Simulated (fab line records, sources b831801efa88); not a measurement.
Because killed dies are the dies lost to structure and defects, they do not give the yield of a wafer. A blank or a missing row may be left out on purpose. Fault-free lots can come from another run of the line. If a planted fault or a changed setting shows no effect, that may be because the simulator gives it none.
The tool behind it: which one? ; flow gf180mcu ; 13 lots with 39 wafers sampled at 4 steps, on a route of 602 steps

WHAT EACH GAUGE READ, for each wafer
GF_M5_CD_MEAS_07 targets a cd of 280 nm.
lot;measured;on;cdNm (nm)
L537;day 26 06:49;cdSem-02;279.1 278.6 279.9
L538;day 26 12:38;cdSem-01;280.0 279.6 279.5
L543;day 28 01:57;cdSem-01;280.7 280.8 280.9
L545;day 28 21:59;cdSem-01;280.3 281.3 281.6
L546;day 29 00:15;cdSem-02;280.9 279.9 279.9
L547;day 29 09:59;cdSem-01;283.4 281.7 282.2
L548;day 29 16:20;cdSem-01;280.8 279.9 281.2
L549;day 30 00:14;cdSem-02;280.3 281.6 281.2
L552;day 30 17:59;cdSem-01;277.2 277.0 278.3
L553;day 30 20:26;cdSem-02;280.8 279.8 280.1
L554;day 31 08:20;cdSem-01;278.4 279.0 280.0
L555;day 31 11:25;cdSem-02;279.8 280.3 279.0
L556;day 31 19:43;cdSem-01;278.5 279.0 279.6

WHAT TOOL EACH LOT RAN ON (gives the tool, then ch and the chambers of the sampled wafers, and finally the start)
lot;GF_NSD_STRIP_11;GF_CONTACT_ETCH_16;GF_V4_ETCH_16
L537;plasmaAsher-02 ch 0,1, day 13 09:41;rieDiel-01 ch 1,2, day 16 03:36;rieDiel-04 ch 1,3, day 24 09:45
L538;plasmaAsher-01 ch 0,1, day 13 20:57;rieDiel-04 ch 0,1,2, day 16 14:07;rieDiel-01 ch 0,1,3, day 24 16:24
L543;plasmaAsher-04 ch 0,1, day 15 03:57;rieDiel-04 ch 0,3, day 18 00:34;rieDiel-04 ch 0,2,3, day 26 06:12
L545;plasmaAsher-04 ch 0,1, day 16 01:43;rieDiel-04 ch 2,3, day 19 01:54;rieDiel-01 ch 1,2,3, day 27 03:41
L546;plasmaAsher-04 ch 0,1, day 16 04:53;rieDiel-03 ch 1,2, day 19 03:23;rieDiel-03 ch 0,1,2, day 27 05:40
L547;plasmaAsher-04 ch 0,1, day 16 18:35;rieDiel-01 ch 0,1,2, day 19 17:56;rieDiel-03 ch 1,2,3, day 27 16:43
L548;plasmaAsher-02 ch 0,1, day 16 23:09;rieDiel-01 ch 0,1,3, day 19 20:52;rieDiel-04 ch 0,3, day 28 00:02
L549;plasmaAsher-01 ch 0,1, day 17 09:47;rieDiel-01 ch 0,2,3, day 20 10:50;rieDiel-04 ch 1,2,3, day 28 08:05
L552;plasmaAsher-01 ch 0,1, day 18 09:02;rieDiel-01 ch 0,2, day 21 11:22;rieDiel-04 ch 0,3, day 29 02:08
L553;plasmaAsher-02 ch 0,1, day 18 13:58;rieDiel-01 ch 0,1,2, day 21 15:46;rieDiel-01 ch 0,2,3, day 29 05:56
L554;plasmaAsher-02 ch 0,1, day 19 03:11;rieDiel-01 ch 0,1, day 22 05:13;rieDiel-01 ch 1,3, day 29 19:16
L555;plasmaAsher-04 ch 0,1, day 19 10:56;rieDiel-04 ch 1,2, day 22 12:55;rieDiel-01 ch 0,1, day 29 22:35
L556;plasmaAsher-04 ch 0,1, day 19 23:03;rieDiel-03 ch 0,1,3, day 23 00:15;rieDiel-01 ch 2,3, day 30 08:17
- GF_NSD_STRIP_11: strips in O2/N2.
- GF_CONTACT_ETCH_16: etches BARC in N2/H2.
- GF_V4_ETCH_16: etches BARC in N2/H2.

WHAT THE TOOLS THEMSELVES READ (means of the sampled wafers that have a number; where no wafer has one, the mark that the record gives instead)
GF_NSD_STRIP_11.
lot;tool;drypumpMotorCurrentA (A);heaterPowerW (W);oesProductAu (a.u.);stripTimeToEndpointS (s)
L537;plasmaAsher-02;6.6;335;0.484;22.98
L538;plasmaAsher-01;6.1;335;0.484;22.94
L543;plasmaAsher-04;6.0;354;0.486;22.96
L545;plasmaAsher-04;6.0;349;0.489;22.95
L546;plasmaAsher-04;6.0;354;0.484;22.95
L547;plasmaAsher-04;6.0;352;0.489;23.03
L548;plasmaAsher-02;6.6;335;0.485;22.93
L549;plasmaAsher-01;5.8;328;0.488;22.97
L552;plasmaAsher-01;6.1;329;0.487;22.99
L553;plasmaAsher-02;6.4;343;0.485;22.99
L554;plasmaAsher-02;6.4;345;0.483;22.98
L555;plasmaAsher-04;5.7;344;0.486;22.93
L556;plasmaAsher-04;6.0;351;0.488;22.96

GF_CONTACT_ETCH_16.
lot;tool;drypumpMotorCurrentA (A);oesProductAu (a.u.);throttleValvePct (%)
L537;rieDiel-01;5.7;0.854;13.226
L538;rieDiel-04;5.7;0.858;13.223
L543;rieDiel-04;5.2;0.853;13.219
L545;rieDiel-04;5.1;0.849;13.223
L546;rieDiel-03;5.9;0.860;13.221
L547;rieDiel-01;5.9;0.854;13.224
L548;rieDiel-01;5.6;0.855;13.220
L549;rieDiel-01;5.7;0.854;13.220
L552;rieDiel-01;6.2;0.850;13.211
L553;rieDiel-01;5.9;0.853;13.228
L554;rieDiel-01;5.8;0.852;13.219
L555;rieDiel-04;5.8;0.851;13.238
L556;rieDiel-03;6.1;0.851;13.229

GF_V4_ETCH_16.
lot;tool;drypumpMotorCurrentA (A);oesProductAu (a.u.);throttleValvePct (%)
L537;rieDiel-04;5.6;0.852;13.228
L538;rieDiel-01;5.7;0.851;13.222
L543;rieDiel-04;5.4;0.849;13.229
L545;rieDiel-01;5.4;0.852;13.223
L546;rieDiel-03;5.8;0.855;13.220
L547;rieDiel-03;6.1;0.854;13.227
L548;rieDiel-04;5.5;0.860;13.238
L549;rieDiel-04;5.5;0.850;13.226
L552;rieDiel-04;5.3;0.859;13.220
L553;rieDiel-01;5.7;0.853;13.228
L554;rieDiel-01;5.4;0.861;13.223
L555;rieDiel-01;5.9;0.860;13.221
L556;rieDiel-01;5.5;0.850;13.224

THE ANSWER, worked out from the rows above alone
Rule: what is usual is taken from the lots themselves. The widest of any qualifying gaps counts: lots, ordered by their means at a reading, are off when they make up no more than a third of the lots, leave a main group of 4 or more, and stand apart from it by 3 or more times the standard deviation of that group's means. The tables above print the reading to a certain number of digits; a main group whose means all agree to those digits is not used. Also off: a lot with no number at a reading for which 4 or more lots have one. Any other lot the step has rows for is counted as sound. After the gauges, taken in route order, come the tools' own readings; for these a lot's mean is taken, as printed above. At the first step where some lot is off, the reading lying furthest off is the one used; lots without a number count as furthest.
None of the lots is off at any reading shown; this tells nothing.

WHAT HAD BEEN PUT IN BY THE SIMULATOR
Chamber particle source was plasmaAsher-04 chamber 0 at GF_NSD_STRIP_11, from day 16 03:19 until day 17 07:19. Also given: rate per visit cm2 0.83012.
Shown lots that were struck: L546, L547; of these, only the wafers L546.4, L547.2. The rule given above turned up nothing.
